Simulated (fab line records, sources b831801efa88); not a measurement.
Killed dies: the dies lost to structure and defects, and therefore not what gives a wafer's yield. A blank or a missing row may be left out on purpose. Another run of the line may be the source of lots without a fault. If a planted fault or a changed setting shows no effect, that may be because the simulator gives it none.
Which tool was responsible?    flow gf180mcu    13 lots, 39 wafers sampled, at 6 steps of a route of 602

== WHAT EACH GAUGE READ, for each wafer ==
GF_STI_BOW_MEAS_00. Usual: INCOMING_BOW typically reads 1 um, with standard deviation 6.3.
lot   measured     on             INCOMING_BOW (um)  flag
L476  day 1 10:00  film metro-01  -15 -9 5           
L477  day 1 15:00  film metro-01  1 -1 -4            
L482  day 2 16:01  film metro-02  10 3 11            
L483  day 2 21:01  film metro-02  -2 4 -6            
L484  day 3 02:02  film metro-03  13 7 10            
L485  day 3 07:02  film metro-03  -6 -8 -2           
L488  day 3 22:00  film metro-01  -1 4 9             
L489  day 4 03:01  film metro-02  -5 1 3             
L490  day 4 08:01  film metro-02  -2 -5 1            
L491  day 4 13:00  film metro-03  2 4 6              
L492  day 4 18:00  film metro-02  -6 -4 2            
L493  day 4 23:00  film metro-01  -7 11 4            
L495  day 5 09:00  film metro-01  -4 -6 1            

GF_MVPSD_TW_MEAS_11. Usual: MVPSD_TW typically reads 558, with standard deviation 3.4.
lot   measured     on             MVPSD_TW     flag
L476  day 5 02:54  film metro-03  556 558 555  
L477  day 5 09:13  film metro-04  557 559 560  
L482  day 6 12:44  film metro-04  561 563 561  
L483  day 6 18:01  film metro-02  556 558 558  
L484  day 7 00:32  film metro-02  557 556 553  
L485  day 7 07:08  film metro-04  557 557 554  
L488  day 8 02:01  film metro-04  556 558 552  
L489  day 8 04:49  film metro-04  556 558 557  
L490  day 8 12:25  film metro-03  554 554 556  
L491  day 8 17:25  film metro-04  560 559 560  
L492  day 8 21:51  film metro-02  701 699 701  OFF
L493  day 9 04:24  film metro-02  697 697 700  OFF
L495  day 9 19:18  film metro-02  561 562 562  

GF_VT_IMPLANT_TW_MEAS_43. Usual: VT_IMPLANT_4_TW typically reads 698, with standard deviation 5.1.
lot   measured      on             VT_IMPLANT_4_TW  flag
L476  day 7 14:56   film metro-04  701 700 699      
L477  day 7 22:20   film metro-04  704 704 700      
L482  day 9 05:34   film metro-02  697 699 701      
L483  day 9 12:07   film metro-02  699 703 701      
L484  day 9 20:25   film metro-02  703 702 700      
L485  day 10 02:10  film metro-01  707 708 707      
L488  day 11 00:35  film metro-01  702 703 701      
L489  day 11 04:02  film metro-04  691 695 689      
L490  day 11 12:41  film metro-04  697 694 701      
L491  day 11 17:51  film metro-02  694 698 697      
L492  day 11 22:30  film metro-04  696 696 692      
L493  day 12 07:12  film metro-04  698 698 698      
L495  day 12 21:09  film metro-01  715 714 707      

GF_VT_IMPLANT_RS_MEAS_49: a four-point-probe measurement. Usual: MVPSD_RS typically reads 1170 ohm/sq, with standard deviation 3.6.
lot   measured      on             MVPSD_RS (ohm/sq)  flag
L476  day 7 15:30   film metro-04  1174 1175 1170     
L477  day 7 22:55   film metro-04  1167 1168 1167     
L482  day 9 06:11   film metro-04  1168 1171 1169     
L483  day 9 12:41   film metro-03  1174 1177 1174     
L484  day 9 21:01   film metro-02  1170 1169 1170     
L485  day 10 02:46  film metro-03  1175 1175 1175     
L488  day 11 01:09  film metro-02  1171 1172 1166     
L489  day 11 04:38  film metro-02  1163 1163 1163     
L490  day 11 13:16  film metro-03  1168 1172 1174     
L491  day 11 18:28  film metro-03  1169 1168 1166     
L492  day 11 23:04  film metro-02  695 696 694        OFF
L493  day 12 07:56  film metro-02  695 694 696        OFF
L495  day 12 21:43  film metro-04  1174 1170 1174     

GF_HV_LDD_OVL_MEAS_20. Usual: HV_LDD_01_OVL typically reads 0.6 nm, with standard deviation 1.3.
lot   measured      on          HV_LDD_01_OVL (nm)  flag
L476  day 10 21:29  overlay-02  -2.0 -0.6 -2.1      
L477  day 11 06:15  overlay-02  -0.5 0.5 1.2        
L482  day 12 13:15  overlay-02  0.5 1.4 -0.2        
L483  day 12 23:15  overlay-01  -0.2 1.0 1.2        
L484  day 13 08:44  overlay-01  2.0 2.0 1.7         
L485  day 13 13:16  overlay-02  -0.4 0.9 0.3        
L488  day 14 15:21  overlay-02  0.4 0.3 1.7         
L489  day 14 21:12  overlay-01  1.0 2.8 1.9         
L490  day 15 06:33  overlay-01  0.9 1.2 2.6         
L491  day 15 12:09  overlay-02  -2.2 -1.9 -0.9      
L492  day 15 15:39  overlay-01  2.7 -0.1 0.3        
L493  day 16 05:03  overlay-02  -0.7 -2.2 -0.6      
L495  day 16 18:27  overlay-01  0.6 1.2 -0.6        

== WHAT TOOL EACH LOT RAN ON (gives the tool, then ch and the chambers of the sampled wafers, and finally the start) ==
lot   GF_MVPSD_IMPLANT_09
L476  implanter-02 ch 0, day 5 02:39
L477  implanter-04 ch 0, day 5 08:58
L482  implanter-04 ch 0, day 6 12:29
L483  implanter-02 ch 0, day 6 17:46
L484  implanter-02 ch 0, day 7 00:19
L485  implanter-02 ch 0, day 7 06:55
L488  implanter-04 ch 0, day 8 01:46
L489  implanter-02 ch 0, day 8 04:34
L490  implanter-04 ch 0, day 8 12:10
L491  implanter-02 ch 0, day 8 17:10
L492  implanter-04 ch 0, day 8 21:36
L493  implanter-04 ch 0, day 9 04:09
L495  implanter-03 ch 0, day 9 19:03
- GF_MVPSD_IMPLANT_09

== WHAT THE TOOLS THEMSELVES READ (means of the sampled wafers that have a number; where no wafer has one, the mark that the record gives instead) ==
GF_MVPSD_IMPLANT_09. Usual: dose ions cm2 5e+12, standard deviation 5.1e+09; faraday current uA 28.2, standard deviation 0.56.
lot   tool          dose ions cm2  faraday current uA  flag
L476  implanter-02  5e+12          27.9                
L477  implanter-04  5e+12          27.8                
L482  implanter-04  5e+12          27.8                
L483  implanter-02  5e+12          28.7                
L484  implanter-02  5e+12          28.0                
L485  implanter-02  5e+12          28.1                
L488  implanter-04  5e+12          28.1                
L489  implanter-02  5e+12          28.2                
L490  implanter-04  5e+12          28.2                
L491  implanter-02  5e+12          28.7                
L492  implanter-04  3e+13          200.6               OFF
L493  implanter-04  3e+13          194.0               OFF
L495  implanter-03  5e+12          28.1                

== THE ANSWER, worked out from the rows above alone ==
Rule: take the mean of a lot's wafers that have a number; if it is more than 3 standard deviations from the usual mean, the lot is off. Also off: a lot with no number at a reading for which 4 or more lots have one. Any other lot the step has rows for is counted as sound. The gauges are gone through in route order, then the tools' own readings, and for those a lot's mean is taken as printed above. At the first step where some lot is off, the reading lying furthest off is the one used; lots without a number count as furthest.
Off: L492, L493, at GF_MVPSD_TW_MEAS_11 (MVPSD_TW).
If a tool, at a process step before that reading, ran all the lots that are off and no sound lot after the first of them, it fits. The gauges at GF_MVPSD_TW_MEAS_11 aren't tried: what is off there is off at GF_MVPSD_IMPLANT_09 too, on other tools, and a gauge's error can't cause that. One candidate fits, namely implanter-04 at GF_MVPSD_IMPLANT_09. A fault onset in the window from L490 (day 8 12:10, its last sound lot) to L492 (day 8 21:36, its first lot off) fits.
The tool's own readings at GF_MVPSD_IMPLANT_09 bear it out: on the lots that are off they differ by more than 5 times the standard deviation of the sound lots' means. dose ions cm2 reads 3e+13 there against 5e+12 on the sound lots; faraday current uA reads 197.3 there against 28.1 on the sound lots.

== WHAT THE SIMULATOR HAD INSERTED ==
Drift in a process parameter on implanter-04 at GF_MVPSD_IMPLANT_09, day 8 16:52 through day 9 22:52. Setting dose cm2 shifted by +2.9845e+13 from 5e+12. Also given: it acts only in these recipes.
Lots struck among those shown: L492, L493. Same finding as the rule above.
